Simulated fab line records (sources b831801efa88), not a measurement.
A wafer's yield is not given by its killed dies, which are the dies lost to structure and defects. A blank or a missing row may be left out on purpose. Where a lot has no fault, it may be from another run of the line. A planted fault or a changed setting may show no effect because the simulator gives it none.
fab line records	flow sky130
record: lots: 7	wafers: 21	last-day: 49
route steps=708 shown VIA3@588 METAL4@598 PAD_OPEN@708
lots with no fault: from the same line, run without faults
start-h: the number of hours between the record's first day and the start of the first shown wafer of the lot	wait-h: time in hours since the lot's previous step	" identical to the entry in the row above	L1.1+2: one row covering several wafers at once	- no value present, or no start provided	* or withheld: withheld	< > ~ a bound
route shown NAME@n: a module of which the file shows steps, and the number in the route of the first	usual: mean and standard deviation over wafers with no fault	same: alike in all rows	chamber/n: place in a boat	sites: the reading at each site	_std_site: standard deviation across them	_edge_site: the outer-site mean with the inner-site mean subtracted	radius-mm: how far each site lies from the wafer's centre	mask NAME#n: copy n	behind: tool/chamber where the wafer was last shaped	hold: why the lot was held/for how many hours/how that ended	device: transistor that didn't switch, given as n, p or np	end of line: at the end of the route, the tests of the same wafers	step lacking rows: just its recipe	killed: dies that structure and defects cost at the first sort, which is not the same as the wafer's yield	map: shows each die of a wafer: x if killed, . if not, _ if none is there
set.NAME: the setting that was run; set.NAME@STEP: the one run at that earlier step	model.NAME: the simulator's own value behind a step, which no gauge read
lots seen at some steps along the route; tables by step, rows by wafer
services: the hour from which a tool's chamber was out of use, counted from the record's first day as start-h (under 0 if before that day), plus the number of hours and why
== steps ==
step: SKY_VIA3_ETCH_15
recipe: target: SiO2	chemistry: C4F8/O2/Ar	target-depth-nm: 507	stop-on: TiN	mask-material: KrF-thick	source-w: 1500	bias-w: 1200	pressure-mtorr: 40	c4f8-flow-sccm: withheld	O2_flow_sccm: 6	Ar_flow_sccm: 300	time-s: 78
usual: oes-product-au: 0.946/0.0043
lot.wafer	tool	chamber	start-h	wait-h	oes-product-au	rf-hours-counter-h
L511.1	rie-diel-03	2	940.33	0.0	0.943	14
L511.5	"	3	"	"	0.940	-
L511.6	"	2	"	"	0.946	-
L513.2	rie-diel-04	2	977.78	0.0	0.945	14
L513.4	"	1	"	"	0.947	27
L513.5	"	2	"	"	0.942	-
L515.1	rie-diel-04	0	982.23	0.0	0.940	6
L515.3	"	2	"	"	0.944	14
L515.6	"	2	"	"	0.951	-
L517.1	rie-diel-04	1	991.31	0.0	0.942	27
L517.2	"	2	"	"	0.945	15
L517.5	"	2	"	"	0.940	-
L522.2	rie-diel-03	2	1024.03	0.0	0.942	17
L522.4	"	2	"	"	0.940	-
L522.6	"	2	"	"	0.953	-
L524.2	rie-diel-03	1	1043.86	0.0	0.943	19
L524.3	"	2	"	"	0.950	18
L524.5	"	0	"	"	0.949	-
L525.3	rie-diel-03	3	1049.49	0.0	0.938	16
L525.5	"	3	"	"	0.950	-
L525.6	"	2	"	"	0.948	-
step: SKY_VIA3_STRIP_16
recipe: chemistry: O2/N2	power-w: 1400	pressure-mtorr: 1500	platen-temp-c: withheld	o2-flow-sccm: 3000	n2-flow-sccm: 300	overash-fraction: 0.5
step: SKY_VIA3_STRIP_17
recipe: chemistry: post-etch-residue-remover	time-s: 1200	temp-c: 72.5
step: SKY_VIA3_CLEAN_18
recipe: chemistry: IPA	time-s: 180	temp-c: 25
step: SKY_VIA3_CLEAN_19
recipe: chemistry: O3/DIW	dry: n2-spin
step: SKY_VIA3_SPUTTER_20
recipe: material: TiN	target-thk-nm: 20	chamber-pressure-pa: 5	power-w: 4000	time-s: 80
step: SKY_VIA3_CVD_21
recipe: material: W	target-thk-nm: 390	time-s: 117.31	temp-c: 400	pressure-torr: 40
usual: heater-power-w: 882/70
lot.wafer	tool	chamber	start-h	wait-h	heater-power-w
L511.1	cvd-w-02	0	941.05	0.0	950
L511.5	"	1	"	"	922
L511.6	"	0	"	"	929
L513.2	cvd-w-02	0	978.67	0.0	928
L513.4	"	0	"	"	931
L513.5	"	1	"	"	923
L515.1	cvd-w-01	0	983.46	0.0	755
L515.3	"	1	"	"	858
L515.6	"	1	"	"	876
L517.1	cvd-w-02	1	992.10	0.0	923
L517.2	"	0	"	"	950
L517.5	"	1	"	"	925
L522.2	cvd-w-01	0	1024.78	0.0	758
L522.4	"	0	"	"	760
L522.6	"	0	"	"	748
L524.2	cvd-w-01	0	1044.62	0.0	748
L524.3	"	0	"	"	751
L524.5	"	0	"	"	770
L525.3	cvd-w-02	1	1050.28	0.1	929
L525.5	"	1	"	"	925
L525.6	"	0	"	"	944
step: SKY_VIA3_RS_MEAS_22
recipe: thk-meas-gauge: four-point-probe	reads: W_of_VIA3_CVD_21+TiN_of_VIA3_SPUTTER_20
usual: VIA3_W_RS: 0.2956/0.0028
lot.wafer	tool	chamber	start-h	wait-h	VIA3_W_RS[ohm/sq]
L511.1	film-metro-04	-	941.17	0.1	0.2918
L511.5	"	-	"	"	0.2960
L511.6	"	-	"	"	0.2946
L513.2	film-metro-04	-	978.82	0.1	0.2928
L513.4	"	-	"	"	0.2980
L513.5	"	-	"	"	0.2918
L515.1	film-metro-04	-	983.59	0.1	0.2946
L515.3	"	-	"	"	0.2969
L515.6	"	-	"	"	0.2891
L517.1	film-metro-02	-	992.22	0.1	0.2994
L517.2	"	-	"	"	0.2974
L517.5	"	-	"	"	0.2955
L522.2	film-metro-02	-	1024.92	0.1	0.2946
L522.4	"	-	"	"	0.2929
L522.6	"	-	"	"	0.2956
L524.2	film-metro-03	-	1044.76	0.1	0.2961
L524.3	"	-	"	"	0.2994
L524.5	"	-	"	"	0.2978
L525.3	film-metro-02	-	1050.41	0.1	0.2976
L525.5	"	-	"	"	0.2997
L525.6	"	-	"	"	0.2957
step: SKY_VIA3_THK_MEAS_23
recipe: thk-meas-gauge: xrf	reads: W_of_VIA3_CVD_21
usual: VIA3_W_THK: 401/7.5
lot.wafer	tool	chamber	start-h	wait-h	VIA3_W_THK[nm]
L511.1	film-metro-04	-	941.29	0.1	403
L511.5	"	-	"	"	394
L511.6	"	-	"	"	396
L513.2	film-metro-04	-	978.93	0.1	397
L513.4	"	-	"	"	393
L513.5	"	-	"	"	400
L515.1	film-metro-04	-	983.71	0.1	394
L515.3	"	-	"	"	392
L515.6	"	-	"	"	402
L517.1	film-metro-02	-	992.34	0.1	400
L517.2	"	-	"	"	402
L517.5	"	-	"	"	402
L522.2	film-metro-02	-	1025.03	0.1	404
L522.4	"	-	"	"	408
L522.6	"	-	"	"	403
L524.2	film-metro-03	-	1044.87	0.1	408
L524.3	"	-	"	"	404
L524.5	"	-	"	"	405
L525.3	film-metro-02	-	1050.51	0.1	401
L525.5	"	-	"	"	403
L525.6	"	-	"	"	403
step: SKY_VIA3_CMP_24
recipe: stop-on: SiO2	t-overpolish-s: 20	down-force-psi: 3.5	platen-rpm: 60	target-thk-nm: 0	pad-velocity-m-s: 0.94248
usual: motor-current-A: 10.6/0.91	overpolish-run-s: 20.000/0.0088	slurry-filter-dp-kPa: 13.50/0.14	time-to-endpoint-s: 94.2/2.8
lot.wafer	tool	chamber	start-h	wait-h	motor-current-A	overpolish-run-s	slurry-filter-dp-kPa	time-to-endpoint-s
L511.1	cmp-02	3	941.40	0.1	9.1	19.995	13.63	96.7
L511.6	"	2	"	"	11.8	20.006	13.41	95.0
L511.5	"	3	"	"	9.4	19.998	13.63	94.4
L513.4	cmp-02	1	978.98	0.0	9.6	19.992	13.60	96.8
L513.2	"	0	"	"	11.4	20.003	13.57	97.1
L513.5	"	1	"	"	9.3	20.003	13.56	97.2
L515.3	cmp-02	3	983.87	0.1	9.2	20.005	13.47	97.4
L515.1	"	0	"	"	11.5	19.996	13.45	96.3
L515.6	"	2	"	"	11.4	20.009	13.60	99.9
L517.2	cmp-01	3	992.50	0.1	10.8	20.025	13.45	98.4
L517.1	"	0	"	"	11.6	19.990	13.65	97.4
L517.5	"	2	"	"	9.8	19.985	13.44	97.0
L522.2	cmp-01	3	1025.18	0.1	11.0	19.999	13.51	93.2
L522.4	"	0	"	"	12.0	19.990	13.57	93.5
L522.6	"	1	"	"	10.9	20.006	13.86	95.6
L524.2	cmp-01	1	1044.92	0.0	11.0	19.999	13.43	93.0
L524.3	"	2	"	"	10.3	20.003	13.44	94.8
L524.5	"	2	"	"	10.3	19.990	13.59	94.5
L525.3	cmp-02	3	1050.66	0.1	9.0	19.993	13.64	95.9
L525.6	"	2	"	"	11.2	20.011	13.44	96.3
L525.5	"	3	"	"	8.4	19.985	13.51	93.4
step: SKY_METAL4_SPUTTER_00
recipe: material: Ti	target-thk-nm: 15	power-w: 3000	time-s: 10	chamber-pressure-pa: 0.4
step: SKY_METAL4_SPUTTER_01
recipe: material: TiN	target-thk-nm: 20	power-w: 6500	time-s: 16.7	chamber-pressure-pa: 0.4
usual: cathode-dc-power-W: 6500.0/1.2	chamber-pressure-pa: 0.4000/0.0011	throttle-valve-pct: 30.0/0.98
lot.wafer	tool	chamber	start-h	wait-h	cathode-dc-power-W	chamber-pressure-pa	throttle-valve-pct
L511.1	pvd-sputter-01	-	941.67	0.0	6500.2	0.4003	29.6
L511.5	"	-	"	"	6500.6	0.4003	29.7
L511.6	"	-	"	"	6498.8	0.3989	29.0
L513.2	pvd-sputter-02	-	979.30	0.0	6498.0	0.3985	30.0
L513.4	"	-	"	"	6500.5	0.3987	30.4
L513.5	"	-	"	"	6501.0	0.3995	30.1
L515.1	pvd-sputter-02	-	984.09	0.0	6501.1	0.3991	30.1
L515.3	"	-	"	"	6501.3	0.4011	30.3
L515.6	"	-	"	"	6498.7	0.4004	29.9
L517.1	pvd-sputter-01	-	992.73	0.0	6499.6	0.3995	30.1
L517.2	"	-	"	"	6499.8	0.3997	29.6
L517.5	"	-	"	"	6500.0	0.4001	29.8
L522.2	pvd-sputter-02	-	1025.40	0.0	6499.6	0.3992	32.1
L522.4	"	-	"	"	6500.0	0.4010	30.1
L522.6	"	-	"	"	6497.8	0.3988	29.8
L524.2	pvd-sputter-02	-	1045.24	0.0	6498.6	0.4011	32.4
L524.3	"	-	"	"	6500.0	0.4000	30.0
L524.5	"	-	"	"	6498.5	0.4000	30.4
L525.3	pvd-sputter-02	-	1050.93	0.0	6499.7	0.4003	30.0
L525.5	"	-	"	"	6501.1	0.4011	32.4
L525.6	"	-	"	"	6498.6	0.3995	30.0
step: SKY_METAL4_SPUTTER_02
recipe: material: AlCu	target-thk-nm: 735	power-w: 10600	time-s: 39.1	chamber-pressure-pa: 0.4
usual: cathode-dc-power-W: 10600/2.1	chamber-pressure-pa: 0.4000/0.00074	throttle-valve-pct: 30.0/0.99
lot.wafer	tool	chamber	start-h	wait-h	cathode-dc-power-W	chamber-pressure-pa	throttle-valve-pct
L511.1	pvd-sputter-01	-	941.70	0.0	10598	0.3996	29.5
L511.5	"	-	"	"	10600	0.3998	29.5
L511.6	"	-	"	"	10603	0.3998	29.1
L513.2	pvd-sputter-02	-	979.33	0.0	10600	0.3997	30.2
L513.4	"	-	"	"	10602	0.4004	30.3
L513.5	"	-	"	"	10602	0.3991	30.0
L515.1	pvd-sputter-02	-	984.12	0.0	10598	0.4002	29.9
L515.3	"	-	"	"	10600	0.4003	30.1
L515.6	"	-	"	"	10600	0.4012	30.3
L517.1	pvd-sputter-01	-	992.75	0.0	10604	0.4017	29.9
L517.2	"	-	"	"	10599	0.3987	29.6
L517.5	"	-	"	"	10599	0.4009	29.6
L522.2	pvd-sputter-02	-	1025.43	0.0	-	-	-
L522.4	"	-	"	"	-	-	-
L522.6	"	-	"	"	-	-	-
L524.2	pvd-sputter-02	-	1045.27	0.0	-	-	-
L524.3	"	-	"	"	-	-	-
L524.5	"	-	"	"	-	-	-
L525.3	pvd-sputter-02	-	1050.96	0.0	-	-	-
L525.5	"	-	"	"	-	-	-
L525.6	"	-	"	"	-	-	-
step: SKY_METAL4_SPUTTER_03
recipe: material: Ti	target-thk-nm: 5	power-w: 3000	time-s: 3.3	chamber-pressure-pa: 0.4
usual: cathode-dc-power-W: 3000.0/0.51	chamber-pressure-pa: 0.3999/0.00079	throttle-valve-pct: 30.0/0.99
lot.wafer	tool	chamber	start-h	wait-h	cathode-dc-power-W	chamber-pressure-pa	throttle-valve-pct
L511.1	pvd-sputter-01	-	941.74	0.0	2999.3	0.4005	29.4
L511.5	"	-	"	"	2999.5	0.3997	29.8
L511.6	"	-	"	"	3000.9	0.4003	28.6
L513.2	pvd-sputter-02	-	979.36	0.0	3000.0	0.4000	30.2
L513.4	"	-	"	"	3000.1	0.4003	30.3
L513.5	"	-	"	"	3000.0	0.3993	29.8
L515.1	pvd-sputter-02	-	984.15	0.0	2999.7	0.3999	29.8
L515.3	"	-	"	"	2999.7	0.4002	30.0
L515.6	"	-	"	"	2999.7	0.4012	30.3
L517.1	pvd-sputter-01	-	992.79	0.0	2999.9	0.3996	29.8
L517.2	"	-	"	"	3000.8	0.4008	29.5
L517.5	"	-	"	"	2999.9	0.3991	29.6
L522.2	pvd-sputter-02	-	1025.46	0.0	2999.9	0.4007	32.4
L522.4	"	-	"	"	3000.3	0.4005	30.0
L522.6	"	-	"	"	3001.3	0.3990	29.8
L524.2	pvd-sputter-02	-	1045.31	0.0	3000.3	0.3981	32.3
L524.3	"	-	"	"	3000.4	0.4008	30.3
L524.5	"	-	"	"	3000.1	0.3999	30.2
L525.3	pvd-sputter-02	-	1051.00	0.0	2998.8	0.4001	29.9
L525.5	"	-	"	"	2999.3	0.4004	32.5
L525.6	"	-	"	"	2999.7	0.3998	30.0
step: SKY_PAD_OPEN_PROBE_99
usual: defect-limited-yield: 82.4/2.1	killed_at_M0_to_M3: 44/7	killed_at_M4_up: 3.0/1.9	killed-at-contacts: 24/5.4	killed-at-front-end: 15/4.6	killed-at-other: 0.3/0.5	killed-dies: 87/10	killed-on-rim: 17/3.5	killed-open: 47/7	killed-short: 40/6.2	sort_bin_3_pad_short: 0.9/0.5	sort_bin_5_function: 10.4/1.4	sort_bin_6_memory: 6.3/1.2	sort-n-pass: 405/10	sort-yield-pct: 82.4/2.1
same: gross-dies: 492	killed-at-back-side: 0	sort_bin_4_leakage[%]: 0	sort_bin_8_speed[%]: 0
lot.wafer	tool	chamber	start-h	wait-h	defect-limited-yield[%]	killed_at_M0_to_M3	killed_at_M4_up	killed-at-contacts	killed-at-front-end	killed-at-other	killed-dies	killed-on-rim	killed-open	killed-short	sort_bin_3_pad_short[%]	sort_bin_5_function[%]	sort_bin_6_memory[%]	sort-n-pass	sort-yield-pct[%]
L511.1	prober-01	-	1085.15	0.1	81.7	38	5	28	19	0	90	18	51	39	0.4	11.6	6.3	402	81.7
L511.5	prober-01	-	1085.35	0.2	81.7	47	5	25	13	0	90	23	52	38	0.8	10.0	7.5	402	81.7
L511.6	prober-01	-	1085.40	0.2	80.5	54	1	29	12	0	96	18	52	44	0.4	12.0	7.1	396	80.5
L513.2	prober-01	-	1115.08	0.1	84.1	44	4	14	16	0	78	13	46	32	0.2	11.4	4.3	414	84.1
L513.4	prober-01	-	1115.18	0.2	82.9	38	2	28	15	1	84	16	47	37	0.8	10.0	6.3	408	82.9
L513.5	prober-01	-	1115.23	0.2	80.7	44	1	29	20	1	95	21	60	35	0.6	11.2	7.5	397	80.7
L515.1	prober-01	-	1120.09	0.1	84.3	35	0	25	17	0	77	17	45	32	0.8	10.4	4.5	415	84.3
L515.3	prober-01	-	1120.19	0.2	78.7	65	4	20	14	2	105	15	56	49	1.8	12.0	7.5	387	78.7
L515.6	prober-01	-	1120.34	0.2	80.7	49	4	28	14	0	95	24	54	41	0.2	12.8	6.3	397	80.7
L517.1	prober-01	-	1128.11	0.1	82.1	52	1	17	18	0	88	21	44	44	0.8	10.0	7.1	404	82.1
L517.2	prober-01	-	1128.16	0.1	84.3	34	4	24	15	0	77	14	38	39	1.6	7.5	6.5	415	84.3
L517.5	prober-01	-	1128.31	0.2	81.9	42	4	30	13	0	89	16	46	43	1.8	11.0	5.3	403	81.9
L522.2	prober-02	-	1151.86	0.1	0	50	412	14	16	0	492	96	39	42	1.8	92.5	5.7	0	0
L522.4	prober-02	-	1151.96	0.2	0	59	391	16	26	0	492	96	55	52	1.2	90.0	8.7	0	0
L522.6	prober-02	-	1152.06	0.2	0	33	410	28	21	0	492	96	49	38	1.4	92.5	6.1	0	0
L524.2	prober-01	-	1170.10	0.1	0	40	409	27	15	1	492	96	47	38	0.6	93.1	6.3	0	0
L524.3	prober-01	-	1170.15	0.2	0	32	422	23	15	0	492	96	39	34	1.0	93.5	5.5	0	0
L524.5	prober-01	-	1170.25	0.2	0	48	407	20	17	0	492	96	57	34	0.8	92.1	7.1	0	0
L525.3	prober-02	-	1174.94	0.2	0	43	418	20	10	1	492	96	40	38	0	92.1	7.9	0	0
L525.5	prober-02	-	1175.04	0.2	0	50	412	17	13	0	492	96	46	37	0.4	93.7	5.9	0	0
L525.6	prober-02	-	1175.09	0.2	0	40	410	24	18	0	492	96	42	43	1.0	93.5	5.5	0	0
killed by level:class
L511.1 LI_CONTACT:geometric-particle:open=11 METAL2:geometric-particle:short=10 CONTACT:geometric-particle:open=8 FIELD_ISO:geometric-particle:short=5 VIA1:geometric-particle:open=5 VIA2:geometric-particle:open=5 FIELD_ISO:geometric-particle:open=4 SPACER:geometric-particle:open=4
L511.5 VIA1:geometric-particle:open=13 LI_CONTACT:geometric-particle:open=10 CONTACT:geometric-particle:open=8 METAL1:geometric-particle:short=7 VIA3:geometric-particle:open=6 METAL4:geometric-particle:short=5 METAL2:geometric-particle:short=4 VIA2:geometric-particle:open=4
L511.6 CONTACT:geometric-particle:open=12 METAL1:geometric-particle:short=12 VIA3:geometric-particle:open=10 VIA1:geometric-particle:open=9 LI_CONTACT:geometric-particle:open=7 VIA2:geometric-particle:open=7 LOCAL_INTERCONNECT:geometric-particle:short=5 VIA1:geometric-particle:short=5
L513.2 VIA1:geometric-particle:short=9 VIA1:geometric-particle:open=8 VIA3:geometric-particle:open=8 VIA2:geometric-particle:open=7 LI_CONTACT:geometric-particle:open=6 POLY_GATE:geometric-particle:short=5 POLY_GATE:geometric-particle:open=4 FIELD_ISO:geometric-particle:open=3
L513.4 CONTACT:geometric-particle:open=13 LI_CONTACT:geometric-particle:open=8 METAL2:geometric-particle:short=8 VIA1:geometric-particle:open=7 VIA2:geometric-particle:open=6 FIELD_ISO:geometric-particle:short=5 FIELD_ISO:geometric-particle:open=4 POLY_GATE:geometric-particle:open=4
L513.5 VIA1:geometric-particle:open=12 CONTACT:geometric-particle:open=10 LI_CONTACT:geometric-particle:open=9 FIELD_ISO:geometric-particle:open=6 METAL1:geometric-particle:short=6 POLY_GATE:geometric-particle:open=5 FIELD_ISO:geometric-particle:short=4 METAL3:geometric-particle:short=4
L515.1 CONTACT:geometric-particle:open=13 VIA1:geometric-particle:open=9 FIELD_ISO:geometric-particle:short=5 VIA3:geometric-particle:open=5 LI_CONTACT:geometric-particle:open=4 VIA2:geometric-particle:open=4 VIA2:geometric-particle:short=4 POLY_GATE:geometric-particle:open=3
L515.3 METAL1:geometric-particle:short=11 VIA1:geometric-particle:open=10 VIA3:geometric-particle:open=10 VIA1:geometric-particle:short=9 VIA2:geometric-particle:open=9 LI_CONTACT:geometric-particle:open=8 VIA3:geometric-particle:short=6 FIELD_ISO:geometric-particle:short=5
L515.6 VIA3:geometric-particle:open=11 VIA1:geometric-particle:open=10 LI_CONTACT:geometric-particle:open=9 CONTACT:geometric-particle:open=8 METAL1:geometric-particle:short=5 VIA1:geometric-particle:short=5 SPACER:geometric-particle:short=4 CONTACT:geometric-particle:short=4
L517.1 CONTACT:geometric-particle:open=8 VIA1:geometric-particle:open=8 CONTACT:geometric-particle:short=6 METAL3:geometric-particle:short=6 VIA2:geometric-particle:short=6 VIA2:geometric-particle:open=6 VIA3:geometric-particle:open=6 POLY_GATE:geometric-particle:short=5
L517.2 CONTACT:geometric-particle:short=7 CONTACT:geometric-particle:open=7 VIA2:geometric-particle:open=7 METAL2:geometric-particle:short=6 LI_CONTACT:geometric-particle:open=5 VIA1:geometric-particle:short=5 VIA1:geometric-particle:open=5 FIELD_ISO:geometric-particle:short=4
L517.5 VIA1:geometric-particle:open=9 VIA2:geometric-particle:open=9 LI_CONTACT:geometric-particle:open=8 CONTACT:geometric-particle:open=8 CONTACT:geometric-particle:short=7 VIA1:geometric-particle:short=5 METAL2:geometric-particle:short=5 FIELD_ISO:geometric-particle:open=4
L522.2 METAL4:area-sputter=411 VIA1:geometric-particle:open=9 METAL1:geometric-particle:short=8 FIELD_ISO:geometric-particle:short=7 VIA3:geometric-particle:open=7 LI_CONTACT:geometric-particle:open=6 VIA1:geometric-particle:short=6 VIA2:geometric-particle:open=6
L522.4 METAL4:area-sputter=385 POLY_GATE:geometric-particle:open=15 VIA1:geometric-particle:open=15 METAL1:geometric-particle:short=10 VIA3:geometric-particle:short=7 METAL2:geometric-particle:short=7 VIA3:geometric-particle:open=6 POLY_GATE:geometric-particle:short=5
L522.6 METAL4:area-sputter=405 VIA1:geometric-particle:open=12 CONTACT:geometric-particle:open=8 LI_CONTACT:geometric-particle:open=7 LOCAL_INTERCONNECT:geometric-particle:short=7 FIELD_ISO:geometric-particle:short=6 POLY_GATE:geometric-particle:open=6 VIA1:geometric-particle:short=5
L524.2 METAL4:area-sputter=407 LI_CONTACT:geometric-particle:open=10 VIA2:geometric-particle:open=8 VIA1:geometric-particle:open=7 CONTACT:geometric-particle:open=6 VIA3:geometric-particle:open=6 CONTACT:geometric-particle:short=5 VIA1:geometric-particle:short=5
L524.3 METAL4:area-sputter=419 LI_CONTACT:geometric-particle:open=9 VIA3:geometric-particle:open=7 CONTACT:geometric-particle:open=6 VIA3:geometric-particle:short=5 METAL1:geometric-particle:short=5 VIA2:geometric-particle:open=5 POLY_GATE:geometric-particle:open=4
L524.5 METAL4:area-sputter=401 VIA1:geometric-particle:open=18 LI_CONTACT:geometric-particle:open=8 CONTACT:geometric-particle:open=7 VIA2:geometric-particle:open=6 METAL1:geometric-particle:short=5 METAL2:geometric-particle:short=5 FIELD_ISO:geometric-particle:open=4
L525.3 METAL4:area-sputter=414 VIA2:geometric-particle:open=11 VIA3:geometric-particle:open=10 CONTACT:geometric-particle:open=6 LI_CONTACT:geometric-particle:open=5 CONTACT:geometric-particle:short=5 METAL2:geometric-particle:short=5 LOCAL_INTERCONNECT:geometric-particle:short=4
L525.5 METAL4:area-sputter=409 METAL2:geometric-particle:short=11 VIA1:geometric-particle:open=11 CONTACT:geometric-particle:open=8 VIA2:geometric-particle:open=7 VIA1:geometric-particle:short=6 VIA3:geometric-particle:open=6 FIELD_ISO:geometric-particle:open=5
L525.6 METAL4:area-sputter=407 METAL2:geometric-particle:short=8 VIA2:geometric-particle:open=7 POLY_GATE:geometric-particle:open=6 LI_CONTACT:geometric-particle:short=6 LI_CONTACT:geometric-particle:open=6 CONTACT:geometric-particle:open=6 VIA1:geometric-particle:open=5
map L522.2 (x killed, . not)
__________xxxxxxxxxx_________
________xxxxxxxxxxxxxx_______
______xxxxxxxxxxxxxxxxxx_____
_____xxxxxxxxxxxxxxxxxxxx____
____xxxxxxxxxxxxxxxxxxxxxx___
___xxxxxxxxxxxxxxxxxxxxxxxx__
__xxxxxxxxxxxxxxxxxxxxxxxxxx_
_xxxxxxxxxxxxxxxxxxxxxxxxxxxx
_xxxxxxxxxxxxxxxxxxxxxxxxxxxx
_xxxxxxxxxxxxxxxxxxxxxxxxxxxx
_xxxxxxxxxxxxxxxxxxxxxxxxxxxx
_xxxxxxxxxxxxxxxxxxxxxxxxxxxx
_xxxxxxxxxxxxxxxxxxxxxxxxxxxx
_xxxxxxxxxxxxxxxxxxxxxxxxxxxx
_xxxxxxxxxxxxxxxxxxxxxxxxxxxx
__xxxxxxxxxxxxxxxxxxxxxxxxxx_
___xxxxxxxxxxxxxxxxxxxxxxxx__
____xxxxxxxxxxxxxxxxxxxxxx___
_____xxxxxxxxxxxxxxxxxxxx____
______xxxxxxxxxxxxxxxxxx_____
________xxxxxxxxxxxxxx_______
__________xxxxxxxxxx_________
map L524.2 (x killed, . not)
__________xxxxxxxxxx_________
________xxxxxxxxxxxxxx_______
______xxxxxxxxxxxxxxxxxx_____
_____xxxxxxxxxxxxxxxxxxxx____
____xxxxxxxxxxxxxxxxxxxxxx___
___xxxxxxxxxxxxxxxxxxxxxxxx__
__xxxxxxxxxxxxxxxxxxxxxxxxxx_
_xxxxxxxxxxxxxxxxxxxxxxxxxxxx
_xxxxxxxxxxxxxxxxxxxxxxxxxxxx
_xxxxxxxxxxxxxxxxxxxxxxxxxxxx
_xxxxxxxxxxxxxxxxxxxxxxxxxxxx
_xxxxxxxxxxxxxxxxxxxxxxxxxxxx
_xxxxxxxxxxxxxxxxxxxxxxxxxxxx
_xxxxxxxxxxxxxxxxxxxxxxxxxxxx
_xxxxxxxxxxxxxxxxxxxxxxxxxxxx
__xxxxxxxxxxxxxxxxxxxxxxxxxx_
___xxxxxxxxxxxxxxxxxxxxxxxx__
____xxxxxxxxxxxxxxxxxxxxxx___
_____xxxxxxxxxxxxxxxxxxxx____
______xxxxxxxxxxxxxxxxxx_____
________xxxxxxxxxxxxxx_______
__________xxxxxxxxxx_________
== services ==
tool	chamber	start-h	hours	kind
cvd-w-01	-	918.00	14.6	pm
cvd-w-02	0	918.00	-	clean
cvd-w-02	1	918.00	-	clean
cmp-02	-	923.91	3.1	repair
cvd-w-02	-	928.78	2.2	repair
rie-diel-04	2	942.12	2.1	repair
cmp-01	-	972.43	1.9	repair
pvd-sputter-01	2	984.82	-	consumable-replace:kit
pvd-sputter-01	2	984.82	18.0	scheduled-down
pvd-sputter-01	2	984.82	18.0	vent-cycle
cmp-02	-	994.06	6.5	pm
rie-diel-03	2	996.17	9.0	repair
rie-diel-03	3	1006.65	16.6	repair
rie-diel-04	0	1007.33	7.2	repair
pvd-sputter-01	-	1008.20	1.7	repair
cmp-02	-	1008.70	4.6	pm
rie-diel-03	0	1022.02	4.3	repair
rie-diel-03	1	1023.64	2.3	repair
pvd-sputter-02	3	1025.53	-	consumable-replace:kit
pvd-sputter-02	3	1025.53	18.0	scheduled-down
pvd-sputter-02	3	1025.53	18.0	vent-cycle
cmp-02	-	1031.77	11.5	pm
rie-diel-04	-	1031.97	2.2	repair
== key ==
first-sign: step: SKY_METAL4_SPUTTER_02	reading: tool-record	direction: missing
effect: step: SKY_PAD_OPEN_PROBE_99	reading: killed_at_M4_up	direction: up	sigmas: 99+	usual: 3.0	struck: 410.1
more-kills-born-at: SKY_METAL4_SPUTTER_02@pvd-sputter-02: 3658
met-at SKY_METAL4_SPUTTER_02
struck-wafers L522.2,L522.4,L522.6,L524.2,L524.3,L524.5,L525.3,L525.5,L525.6
later-rows-left-out L522.2,L522.4,L522.6,L524.2,L524.3,L524.5,L525.3,L525.5,L525.6
onset-between 984.12 1025.43
fault: kind: skipped-step-whole	tool: pvd-sputter-02	chamber: -	onset-h: 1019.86	steps: SKY_METAL4_SPUTTER_02	scope: struck-lots-only
later-rows-left-out: the simulator's readings of these wafers behind a module that went badly wrong aren't trusted and aren't shown, but for the sort
